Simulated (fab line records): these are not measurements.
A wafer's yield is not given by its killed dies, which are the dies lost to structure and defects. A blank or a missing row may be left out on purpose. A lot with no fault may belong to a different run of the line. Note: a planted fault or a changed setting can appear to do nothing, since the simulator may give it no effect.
One fault seen from 2 desks    flow gf180mcu    numbers are kept per desk, each desk with only its own; the story behind them comes last

METROLOGY DESK
What the gauges read, lot by lot, whatever tool the lot ran on: means of the sampled wafers that have a number. Marked OUT: a lot whose mean sits more than 4 standard deviations from the usual mean, which makes it out of limits; the brackets give that distance.
Columns: A = HV_LDD_2_TW at GF_HV_LDD_TW_MEAS_23, usual 1053; B = M4_OVL at GF_M4_OVL_MEAS_15, usual 0 nm
lot   first seen here  A               B
L210  day 10 21:10     1047            6
L211  day 11 08:25     1050            -4
L213  day 11 18:39     1056            -9
L214  day 12 04:04     1059            -1
L215  day 12 07:37     1050            2
L216  day 12 19:50     1061            3
L217  day 13 04:48     1058            7
L219  day 13 21:55     1057            -5
L223  day 15 11:04     957 (-9.8) OUT  4
L225  day 15 20:59     953 (-10) OUT   5
L224  day 15 22:12     1056            -5
L226  day 16 01:27     1038            3
L229  day 17 01:55     1048            -3
L230  day 17 10:22     1051            5
Finding of this desk: L223, L225 out of limits, first seen on L223 at day 15 11:04 (HV_LDD_2_TW at GF_HV_LDD_TW_MEAS_23). L210, L211, L213, L214, L215, L216, L217, L219, L224, L226, L229, L230: within limits.

AT THE TOOL OWNER'S DESK: implanter-02
The tool's own readings at GF_HV_LDD_IMPLANT_21, given as means over the sampled wafers that have a number, one for each lot that went through this tool. Marked OUT: a lot whose mean sits more than 4 standard deviations from the usual mean, which makes it out of limits; the brackets give that distance.
Columns: A = beamEnergyKeV at GF_HV_LDD_IMPLANT_21, usual 25.001
lot   first seen here  A
L210  day 10 20:56     25.004
L213  day 11 18:24     25.001
L216  day 12 19:37     25.001
L217  day 13 04:33     25.000
L219  day 13 21:41     24.996
L223  day 15 10:50     18.699 (-99 or more) OUT
L225  day 15 20:44     18.697 (-99 or more) OUT
This desk's finding: out of limits on L223, L225; first on L223, day 15 10:50 (beamEnergyKeV at GF_HV_LDD_IMPLANT_21). L210, L213, L216, L217, L219: within limits.

ALL TOGETHER
On L223, L225, at day 15 10:50, an alarm was possible from the tool owner's desk.
At day 15 11:04 the metrology desk could have sounded an alarm, on L223, L225.
GF_HV_LDD_IMPLANT_21 was run on implanter-02 by each of the lots named.

WHAT THE SIMULATOR HAD PUT IN
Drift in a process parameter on implanter-02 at GF_HV_LDD_IMPLANT_21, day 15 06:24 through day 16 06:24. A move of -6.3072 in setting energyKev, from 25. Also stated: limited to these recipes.
Shown lots that were struck: L223, L225.
Hours from the fault's start to each desk's first reading out of limits: the tool owner's desk, 4; the metrology desk, 5.
